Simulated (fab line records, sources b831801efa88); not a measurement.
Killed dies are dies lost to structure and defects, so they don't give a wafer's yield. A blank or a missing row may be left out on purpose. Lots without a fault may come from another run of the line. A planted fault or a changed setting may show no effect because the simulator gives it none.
Chamber matching | flow gf180mcu | GF_V4_CMP_04 on cmp-01: 4 sister chambers
The step polishes SiO2. 8 wafers are shown with their chamber, then 10 later ones without.

WAFERS WITH THEIR CHAMBER
wafer  | chamber | motor_current_A (A) | time_to_endpoint_s (s)
L088.2 | 2       | 11.7                | 76
L092.5 | 3       | 11.1                | 75
L092.6 | 0       | 10.0                | 88
L093.3 | 3       | 11.3                | 76
L093.5 | 0       | 10.6                | 88
L093.6 | 1       | 12.8                | 82
L094.1 | 1       | 13.4                | 75
L094.2 | 2       | 10.5                | 80

WAFERS WITHOUT THEIR CHAMBER
wafer  | motor_current_A (A) | time_to_endpoint_s (s)
L094.6 | 13.4                | 83
L095.1 | 10.9                | 74
L095.2 | 12.7                | 73
L095.3 | 10.5                | 85
L096.2 | 11.5                | 85
L096.3 | 13.5                | 82
L096.4 | 10.8                | 85
L097.1 | 11.4                | 81
L097.5 | 11.4                | 87
L097.6 | 12.8                | 85

WHICH CHAMBER EACH WENT THROUGH
wafer  | from the rows above               | in truth
L094.6 | 1                                 | 1
L095.1 | can't be placed: 3 or 2           | 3
L095.2 | can't be placed: 1 or 3 or 2      | 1
L095.3 | can't be placed: 0 or 2           | 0
L096.2 | can't be placed: 0 or 2 or 3 or 1 | 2
L096.3 | 1                                 | 1
L096.4 | can't be placed: 0 or 2 or 3      | 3
L097.1 | can't be placed: 2 or 3           | 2
L097.5 | can't be placed: 0 or 2 or 3      | 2
L097.6 | can't be placed: 1 or 2           | 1
Placed correctly: 2 of 10. Can't be placed from these rows: 8 (the true chamber is among the candidates in 8). Placed wrongly: 0.
How it was worked out, from the rows above alone: a wafer's distance from a chamber is the root of the sum, over the readings, of the square of ((its reading less the chamber's mean) divided by the reading's scatter). The wafer belongs to the nearest chamber; if the next one is less than 2 further off, it can't be placed. A chamber's mean is the mean of its shown wafers. The scatter: the root of (the sum of the squares of (reading less its chamber's mean) over the shown wafers, divided by (wafers less chambers)).
